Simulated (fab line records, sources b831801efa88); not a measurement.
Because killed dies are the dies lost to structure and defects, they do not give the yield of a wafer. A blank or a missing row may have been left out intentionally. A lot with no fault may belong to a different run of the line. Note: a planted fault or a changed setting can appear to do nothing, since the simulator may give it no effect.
Chamber matching / flow gf180mcu / 3 sister chambers for GF_MIM_CVD_05 on pecvd-02
The step deposits Si3N4, target thk 42 nm, time 29.086 s. 6 wafers are shown with their chamber, then 12 later ones without.

== WAFERS WITH THEIR CHAMBER ==
wafer=L091.1; chamber=2; heater power outer w (W)=524; heater power w (W)=844
wafer=L091.4; chamber=0; heater power outer w (W)=266; heater power w (W)=561
wafer=L091.5; chamber=1; heater power outer w (W)=480; heater power w (W)=771
wafer=L093.2; chamber=1; heater power outer w (W)=419; heater power w (W)=725
wafer=L093.3; chamber=0; heater power outer w (W)=269; heater power w (W)=571
wafer=L093.5; chamber=2; heater power outer w (W)=416; heater power w (W)=729

== WAFERS WITH NO CHAMBER GIVEN ==
wafer=L094.2; heater power outer w (W)=287; heater power w (W)=583
wafer=L094.5; heater power outer w (W)=489; heater power w (W)=781
wafer=L094.6; heater power outer w (W)=288; heater power w (W)=583
wafer=L095.1; heater power outer w (W)=331; heater power w (W)=646
wafer=L095.2; heater power outer w (W)=436; heater power w (W)=743
wafer=L095.3; heater power outer w (W)=411; heater power w (W)=724
wafer=L096.3; heater power outer w (W)=424; heater power w (W)=725
wafer=L096.4; heater power outer w (W)=485; heater power w (W)=812
wafer=L096.6; heater power outer w (W)=329; heater power w (W)=642
wafer=L097.1; heater power outer w (W)=348; heater power w (W)=676
wafer=L097.4; heater power outer w (W)=347; heater power w (W)=687
wafer=L097.6; heater power outer w (W)=464; heater power w (W)=786

== WHICH CHAMBER EACH ONE RAN IN ==
wafer=L094.2; from the rows above=0; in truth=0
wafer=L094.5; from the rows above=can't be placed: 2 or 1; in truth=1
wafer=L094.6; from the rows above=0; in truth=0
wafer=L095.1; from the rows above=can't be placed: 0 or 1 or 2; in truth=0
wafer=L095.2; from the rows above=can't be placed: 1 or 2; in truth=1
wafer=L095.3; from the rows above=can't be placed: 1 or 2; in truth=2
wafer=L096.3; from the rows above=can't be placed: 1 or 2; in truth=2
wafer=L096.4; from the rows above=can't be placed: 2 or 1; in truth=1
wafer=L096.6; from the rows above=can't be placed: 0 or 1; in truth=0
wafer=L097.1; from the rows above=can't be placed: 1 or 0 or 2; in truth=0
wafer=L097.4; from the rows above=can't be placed: 1 or 0 or 2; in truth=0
wafer=L097.6; from the rows above=can't be placed: 2 or 1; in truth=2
Placed correctly: 2 of 12. Unplaceable from these rows: 10, with the true chamber sitting among the candidates in 10. 0 placed wrongly.
How it was worked out, from the rows above alone: a wafer's distance from a chamber is the root of the sum, over the readings, of the square of ((its reading less the chamber's mean) divided by the reading's scatter). If the next closest chamber is less than 2 further off than the closest, the wafer can't be placed; otherwise it belongs to the closest. Each chamber's mean is taken over the wafers shown for it. How the scatter is found: for the shown wafers, subtract from each reading the mean of its chamber, square and add these, divide the total by (wafers less chambers), then take the root.
